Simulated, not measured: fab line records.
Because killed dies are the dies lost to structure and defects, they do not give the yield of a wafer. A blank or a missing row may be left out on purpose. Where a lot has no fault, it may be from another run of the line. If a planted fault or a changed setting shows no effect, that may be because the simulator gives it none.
fab line records ; flow gf180mcu
record lots=7; wafers=21; last_day=34
route steps=602 shown CONTACT@287
lots that met no fault: taken from a fault-free run of the same line
start_h: hours from the record's first day to the start of the lot's first wafer shown ; wait_h: time in hours since the lot's previous step ; " unchanged from the row above ; L1.1+2: a single row standing in for several wafers ; - no value, or no start was given ; * or withheld: withheld ; < > ~ a bound
route shown NAME@n: a module of which the file shows steps, and the number in the route of the first ; usual: mean and standard deviation over wafers with no fault ; same: alike in all rows ; chamber/n: place in a boat ; sites: per-site readings ; _std_site: standard deviation across them ; _edge_site: mean of outer sites minus mean of inner sites ; radius_mm: for every site, how far away it sits from the centre of the wafer ; mask NAME#n: copy n ; behind: the tool/chamber that last shaped the wafer ; hold: what put the lot on hold/how long, in hours/how the hold closed ; device: transistor that didn't switch, given as n, p or np ; end of line: the tests these same wafers got at the end of their route ; a step with no rows: only its recipe ; killed: count of dies lost to structure and defects at first sort (not the wafer's yield) ; map: shows each die of a wafer: x if killed, . if not, _ if none is there
set.NAME: setting as actually run; set.NAME@STEP: the setting as run at that earlier step ; model.NAME: the simulator's own value behind a step, which no gauge read
a table for each step, a row for each wafer; lots at some steps of the route
services: from which hour (start_h, from the record's first day; less than 0 if before it) a tool's chamber was out of use, for how many hours, and why
## steps
# step GF_CONTACT_CVD_00
# recipe material=SiO2; target_thk_nm=300; sigma_open_frac=0.3; temp_c=400; time_s=50; sih4_flow_sccm=60; pressure_mtorr=6
# step GF_CONTACT_THK_MEAS_01
# recipe reads=SiO2_of_CONTACT_CVD_00
# usual CONTACT_CVD_00_THK=301/3.4
lot.wafer;tool;chamber;start_h;wait_h;CONTACT_CVD_00_THK[nm]
L904.1;film_metro-02;-;358.08;0.0;305
L904.5;film_metro-02;-;358.08;0.0;306
L904.6;film_metro-02;-;358.08;0.0;302
L909.1;film_metro-04;-;403.09;0.0;304
L909.2;film_metro-04;-;403.09;0.0;304
L909.5;film_metro-04;-;403.09;0.0;302
L910.1;film_metro-01;-;410.61;0.0;300
L910.2;film_metro-01;-;410.61;0.0;298
L910.6;film_metro-01;-;410.61;0.0;297
L911.3;film_metro-04;-;418.47;0.0;301
L911.4;film_metro-04;-;418.47;0.0;301
L911.5;film_metro-04;-;418.47;0.0;303
L919.2;film_metro-01;-;502.54;0.0;300
L919.3;film_metro-01;-;502.54;0.0;300
L919.6;film_metro-01;-;502.54;0.0;299
L921.4;film_metro-02;-;521.69;0.0;304
L921.5;film_metro-02;-;521.69;0.0;300
L921.6;film_metro-02;-;521.69;0.0;305
L925.1;film_metro-02;-;541.87;0.0;301
L925.4;film_metro-02;-;541.87;0.0;300
L925.5;film_metro-02;-;541.87;0.0;304
# step GF_CONTACT_CVD_02
# recipe material=SiO2; target_thk_nm=860; precursor=TEOS; temp_c=400; time_s=95.992; rf_w=600
# usual heater_power_w=628/74
lot.wafer;tool;chamber;start_h;wait_h;heater_power_w
L904.1;pecvd-01;2;358.14;0.1;667
L904.5;pecvd-01;2;358.14;0.1;512
L904.6;pecvd-01;1;358.14;0.1;619
L909.1;pecvd-02;1;403.15;0.1;665
L909.2;pecvd-02;2;403.15;0.1;619
L909.5;pecvd-02;0;403.15;0.1;555
L910.1;pecvd-02;0;410.67;0.1;619
L910.2;pecvd-02;2;410.67;0.1;501
L910.6;pecvd-02;1;410.67;0.1;568
L911.3;pecvd-02;1;418.51;0.0;600
L911.4;pecvd-02;0;418.51;0.0;540
L911.5;pecvd-02;1;418.51;0.0;658
L919.2;pecvd-02;1;502.59;0.0;616
L919.3;pecvd-02;0;502.59;0.0;678
L919.6;pecvd-02;2;502.59;0.0;499
L921.4;pecvd-02;2;521.75;0.1;489
L921.5;pecvd-02;0;521.75;0.1;688
L921.6;pecvd-02;2;521.75;0.1;534
L925.1;pecvd-02;1;541.93;0.1;695
L925.4;pecvd-02;0;541.93;0.1;562
L925.5;pecvd-02;1;541.93;0.1;554
# step GF_CONTACT_THK_MEAS_03
# recipe reads=SiO2_of_CONTACT_CVD_02
# usual CONTACT_CVD_02_THK=857/9.9
lot.wafer;tool;chamber;start_h;wait_h;CONTACT_CVD_02_THK[nm]
L904.1;film_metro-01;-;358.21;0.0;850
L904.5;film_metro-01;-;358.21;0.0;853
L904.6;film_metro-01;-;358.21;0.0;859
L909.1;film_metro-04;-;403.22;0.0;851
L909.2;film_metro-04;-;403.22;0.0;843
L909.5;film_metro-04;-;403.22;0.0;861
L910.1;film_metro-02;-;410.74;0.0;849
L910.2;film_metro-02;-;410.74;0.0;836
L910.6;film_metro-02;-;410.74;0.0;855
L911.3;film_metro-02;-;418.60;0.1;845
L911.4;film_metro-02;-;418.60;0.1;864
L911.5;film_metro-02;-;418.60;0.1;853
L919.2;film_metro-02;-;502.67;0.0;847
L919.3;film_metro-02;-;502.67;0.0;845
L919.6;film_metro-02;-;502.67;0.0;867
L921.4;film_metro-04;-;521.85;0.1;862
L921.5;film_metro-04;-;521.85;0.1;865
L921.6;film_metro-04;-;521.85;0.1;856
L925.1;film_metro-04;-;542.00;0.0;851
L925.4;film_metro-04;-;542.00;0.0;864
L925.5;film_metro-04;-;542.00;0.0;871
# step GF_CONTACT_CMP_04
# recipe material=SiO2; down_force_psi=4; platen_rpm=60; pad_velocity_m_s=0.94248
# usual motor_current_A=12.2/1.1; slurry_flow_ml_min=150.0/0.51; time_to_endpoint_s=108/5.1
lot.wafer;tool;chamber;start_h;wait_h;motor_current_A;slurry_flow_ml_min;time_to_endpoint_s
L904.1;cmp-01;1;358.57;0.4;12.3;149.9;99
L904.5;cmp-01;2;358.57;0.4;13.8;150.3;100
L904.6;cmp-01;3;358.57;0.4;11.3;149.3;108
L909.2;cmp-02;0;403.33;0.1;14.0;149.8;101
L909.1;cmp-02;2;403.33;0.1;11.4;149.4;103
L909.5;cmp-02;3;403.33;0.1;12.4;150.9;102
L910.1;cmp-01;2;410.90;0.1;13.6;150.4;101
L910.2;cmp-01;3;410.90;0.1;11.5;150.6;98
L910.6;cmp-01;0;410.90;0.1;11.3;150.4;104
L911.4;cmp-02;0;418.74;0.1;13.8;149.6;110
L911.3;cmp-02;1;418.74;0.1;11.7;150.5;99
L911.5;cmp-02;2;418.74;0.1;11.0;149.0;106
L919.2;cmp-01;1;502.77;0.1;12.2;149.4;107
L919.3;cmp-01;3;502.77;0.1;11.8;149.5;114
L919.6;cmp-01;0;502.77;0.1;11.5;148.7;115
L921.4;cmp-01;0;521.88;0.0;11.1;149.4;112
L921.5;cmp-01;0;521.88;0.0;11.2;149.5;119
L921.6;cmp-01;1;521.88;0.0;12.2;149.7;107
L925.4;cmp-01;2;542.06;0.0;13.8;150.5;109
L925.1;cmp-01;3;542.06;0.0;11.5;149.6;108
L925.5;cmp-01;3;542.06;0.0;11.3;150.5;118
# step GF_CONTACT_BOW_MEAS_05
# recipe mode=bow
# usual CONTACT_BOW=67/7.2
lot.wafer;tool;chamber;start_h;wait_h;CONTACT_BOW[um]
L904.1;film_metro-04;-;358.72;0.1;75
L904.5;film_metro-04;-;358.72;0.1;64
L904.6;film_metro-04;-;358.72;0.1;71
L909.1;film_metro-02;-;403.58;0.1;71
L909.2;film_metro-02;-;403.58;0.1;75
L909.5;film_metro-02;-;403.58;0.1;67
L910.1;film_metro-04;-;411.10;0.1;62
L910.2;film_metro-04;-;411.10;0.1;61
L910.6;film_metro-04;-;411.10;0.1;69
L911.3;film_metro-01;-;418.98;0.1;55
L911.4;film_metro-01;-;418.98;0.1;55
L911.5;film_metro-01;-;418.98;0.1;56
L919.2;film_metro-04;-;503.04;0.2;77
L919.3;film_metro-04;-;503.04;0.2;52
L919.6;film_metro-04;-;503.04;0.2;69
L921.4;film_metro-04;-;522.24;0.3;66
L921.5;film_metro-04;-;522.24;0.3;77
L921.6;film_metro-04;-;522.24;0.3;77
L925.1;film_metro-02;-;542.36;0.2;52
L925.4;film_metro-02;-;542.36;0.2;57
L925.5;film_metro-02;-;542.36;0.2;61
# step GF_CONTACT_DEHYDRATE_06
# recipe temp_c=200; time_s=60
# step GF_CONTACT_HMDS_07
# recipe prime_time_s=60; prime_temp_c=120
# step GF_CONTACT_COAT_08
# recipe resist=BARC; temp_c=withheld; time_s=withheld; spin_rpm=withheld; resist_thk_nm=withheld
# step GF_CONTACT_COAT_09
# recipe resist=KrF; spin_rpm=withheld; resist_thk_nm=1000
# step GF_CONTACT_SOFTBAKE_10
# recipe temp_c=130; time_s=60; resist=KrF
# step GF_CONTACT_EXPOSE_11
# recipe mask_id=Contact; target_cd_nm=220; na=0.68; source_shape=conventional; sigma_outer=0.6; dose_mj=38
# step GF_CONTACT_PEB_12
# recipe peb_temp_c=135; peb_time_s=90; resist=KrF
# usual chill_plate_temp_C=23.02/0.1; exhaust_pa=45.1/0.82; plate_temp_C=134.99/0.15
lot.wafer;tool;chamber;start_h;wait_h;chill_plate_temp_C;exhaust_pa;plate_temp_C
L904.1;litho_track-03;0;381.21;-;23.08;44.5;134.94
L904.5;litho_track-03;0;381.21;-;23.06;44.9;134.89
L904.6;litho_track-03;0;381.21;-;23.14;44.8;134.78
L909.1;litho_track-02;-;428.20;-;-;-;-
L909.2;litho_track-02;-;428.20;-;-;-;-
L909.5;litho_track-02;-;428.20;-;-;-;-
L910.1;litho_track-01;-;434.84;-;-;-;-
L910.2;litho_track-01;-;434.84;-;-;-;-
L910.6;litho_track-01;-;434.84;-;-;-;-
L911.3;litho_track-03;-;442.78;-;-;-;-
L911.4;litho_track-03;-;442.78;-;-;-;-
L911.5;litho_track-03;-;442.78;-;-;-;-
L919.2;litho_track-03;0;526.54;-;22.90;46.6;134.81
L919.3;litho_track-03;0;526.54;-;22.98;45.9;135.07
L919.6;litho_track-03;0;526.54;-;22.92;46.5;135.15
L921.4;litho_track-03;0;545.11;-;23.12;44.2;135.09
L921.5;litho_track-03;0;545.11;-;23.08;45.3;135.02
L921.6;litho_track-03;0;545.11;-;22.96;45.0;134.83
L925.1;litho_track-01;0;564.79;-;23.16;44.8;135.06
L925.4;litho_track-01;0;564.79;-;23.12;44.4;134.93
L925.5;litho_track-01;0;564.79;-;23.06;46.1;135.05
# step GF_CONTACT_DEVELOP_13
# recipe develop_time_s=60; resist=KrF; dev_temp_c=21
## services
tool;chamber;start_h;hours;kind
pecvd-02;-;334.56;1.3;repair
pecvd-02;2;352.88;15.8;repair
cmp-02;-;357.67;1.7;repair
pecvd-02;-;359.36;0.9;repair
cmp-02;-;362.24;2.6;repair
cmp-01;-;373.43;0.9;repair
cmp-01;-;392.47;5.3;repair
cmp-02;-;404.00;4.0;pm
pecvd-01;-;407.58;28.1;pm
cmp-02;-;408.00;-;consumable_replace:conditioner
cmp-02;-;408.00;-;consumable_replace:pad
pecvd-02;-;426.41;14.6;pm
cmp-01;-;450.42;14.0;pm
cmp-02;-;452.99;1.3;repair
cmp-02;-;471.15;5.4;repair
cmp-01;-;478.21;1.1;repair
cmp-02;-;485.03;7.7;pm
cmp-01;-;507.49;2.0;repair
pecvd-02;1;520.76;3.8;repair
litho_track-01;-;532.14;-;consumable_replace:filter
## key
first_sign step=GF_CONTACT_PEB_12; reading=tool_record; direction=missing
effect none on later readings
met_at GF_CONTACT_PEB_12
struck_wafers L909.1,L909.2,L909.5,L910.1,L910.2,L910.6,L911.3,L911.4,L911.5
later_rows_left_out L909.1,L909.2,L909.5,L910.1,L910.2,L910.6,L911.3,L911.4,L911.5
sort_left_out L909.1,L909.2,L909.5,L910.1,L910.2,L910.6,L911.3,L911.4,L911.5
tester_left_out L909,L910,L911
onset_between 381.21 428.20
fault kind=skipped_step_whole; tool=litho_track-01,litho_track-02,litho_track-03; chamber=-; onset_h=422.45; steps=GF_CONTACT_PEB_12; scope=struck_lots_only
# tester_left_out: of these lots the tester's yield and bins aren't shown, on N5 and GAA mostly nor the transistor test; their killed dies are dies lost to structure and defects alone, not to doping, threshold or leakage, so they don't give the yield
# sort_left_out: the simulated sort isn't trusted on such a fault, so these wafers' sort isn't shown, and their yield isn't known
# later_rows_left_out: the simulator's readings of these wafers behind a module that went badly wrong aren't trusted and aren't shown, but for the sort
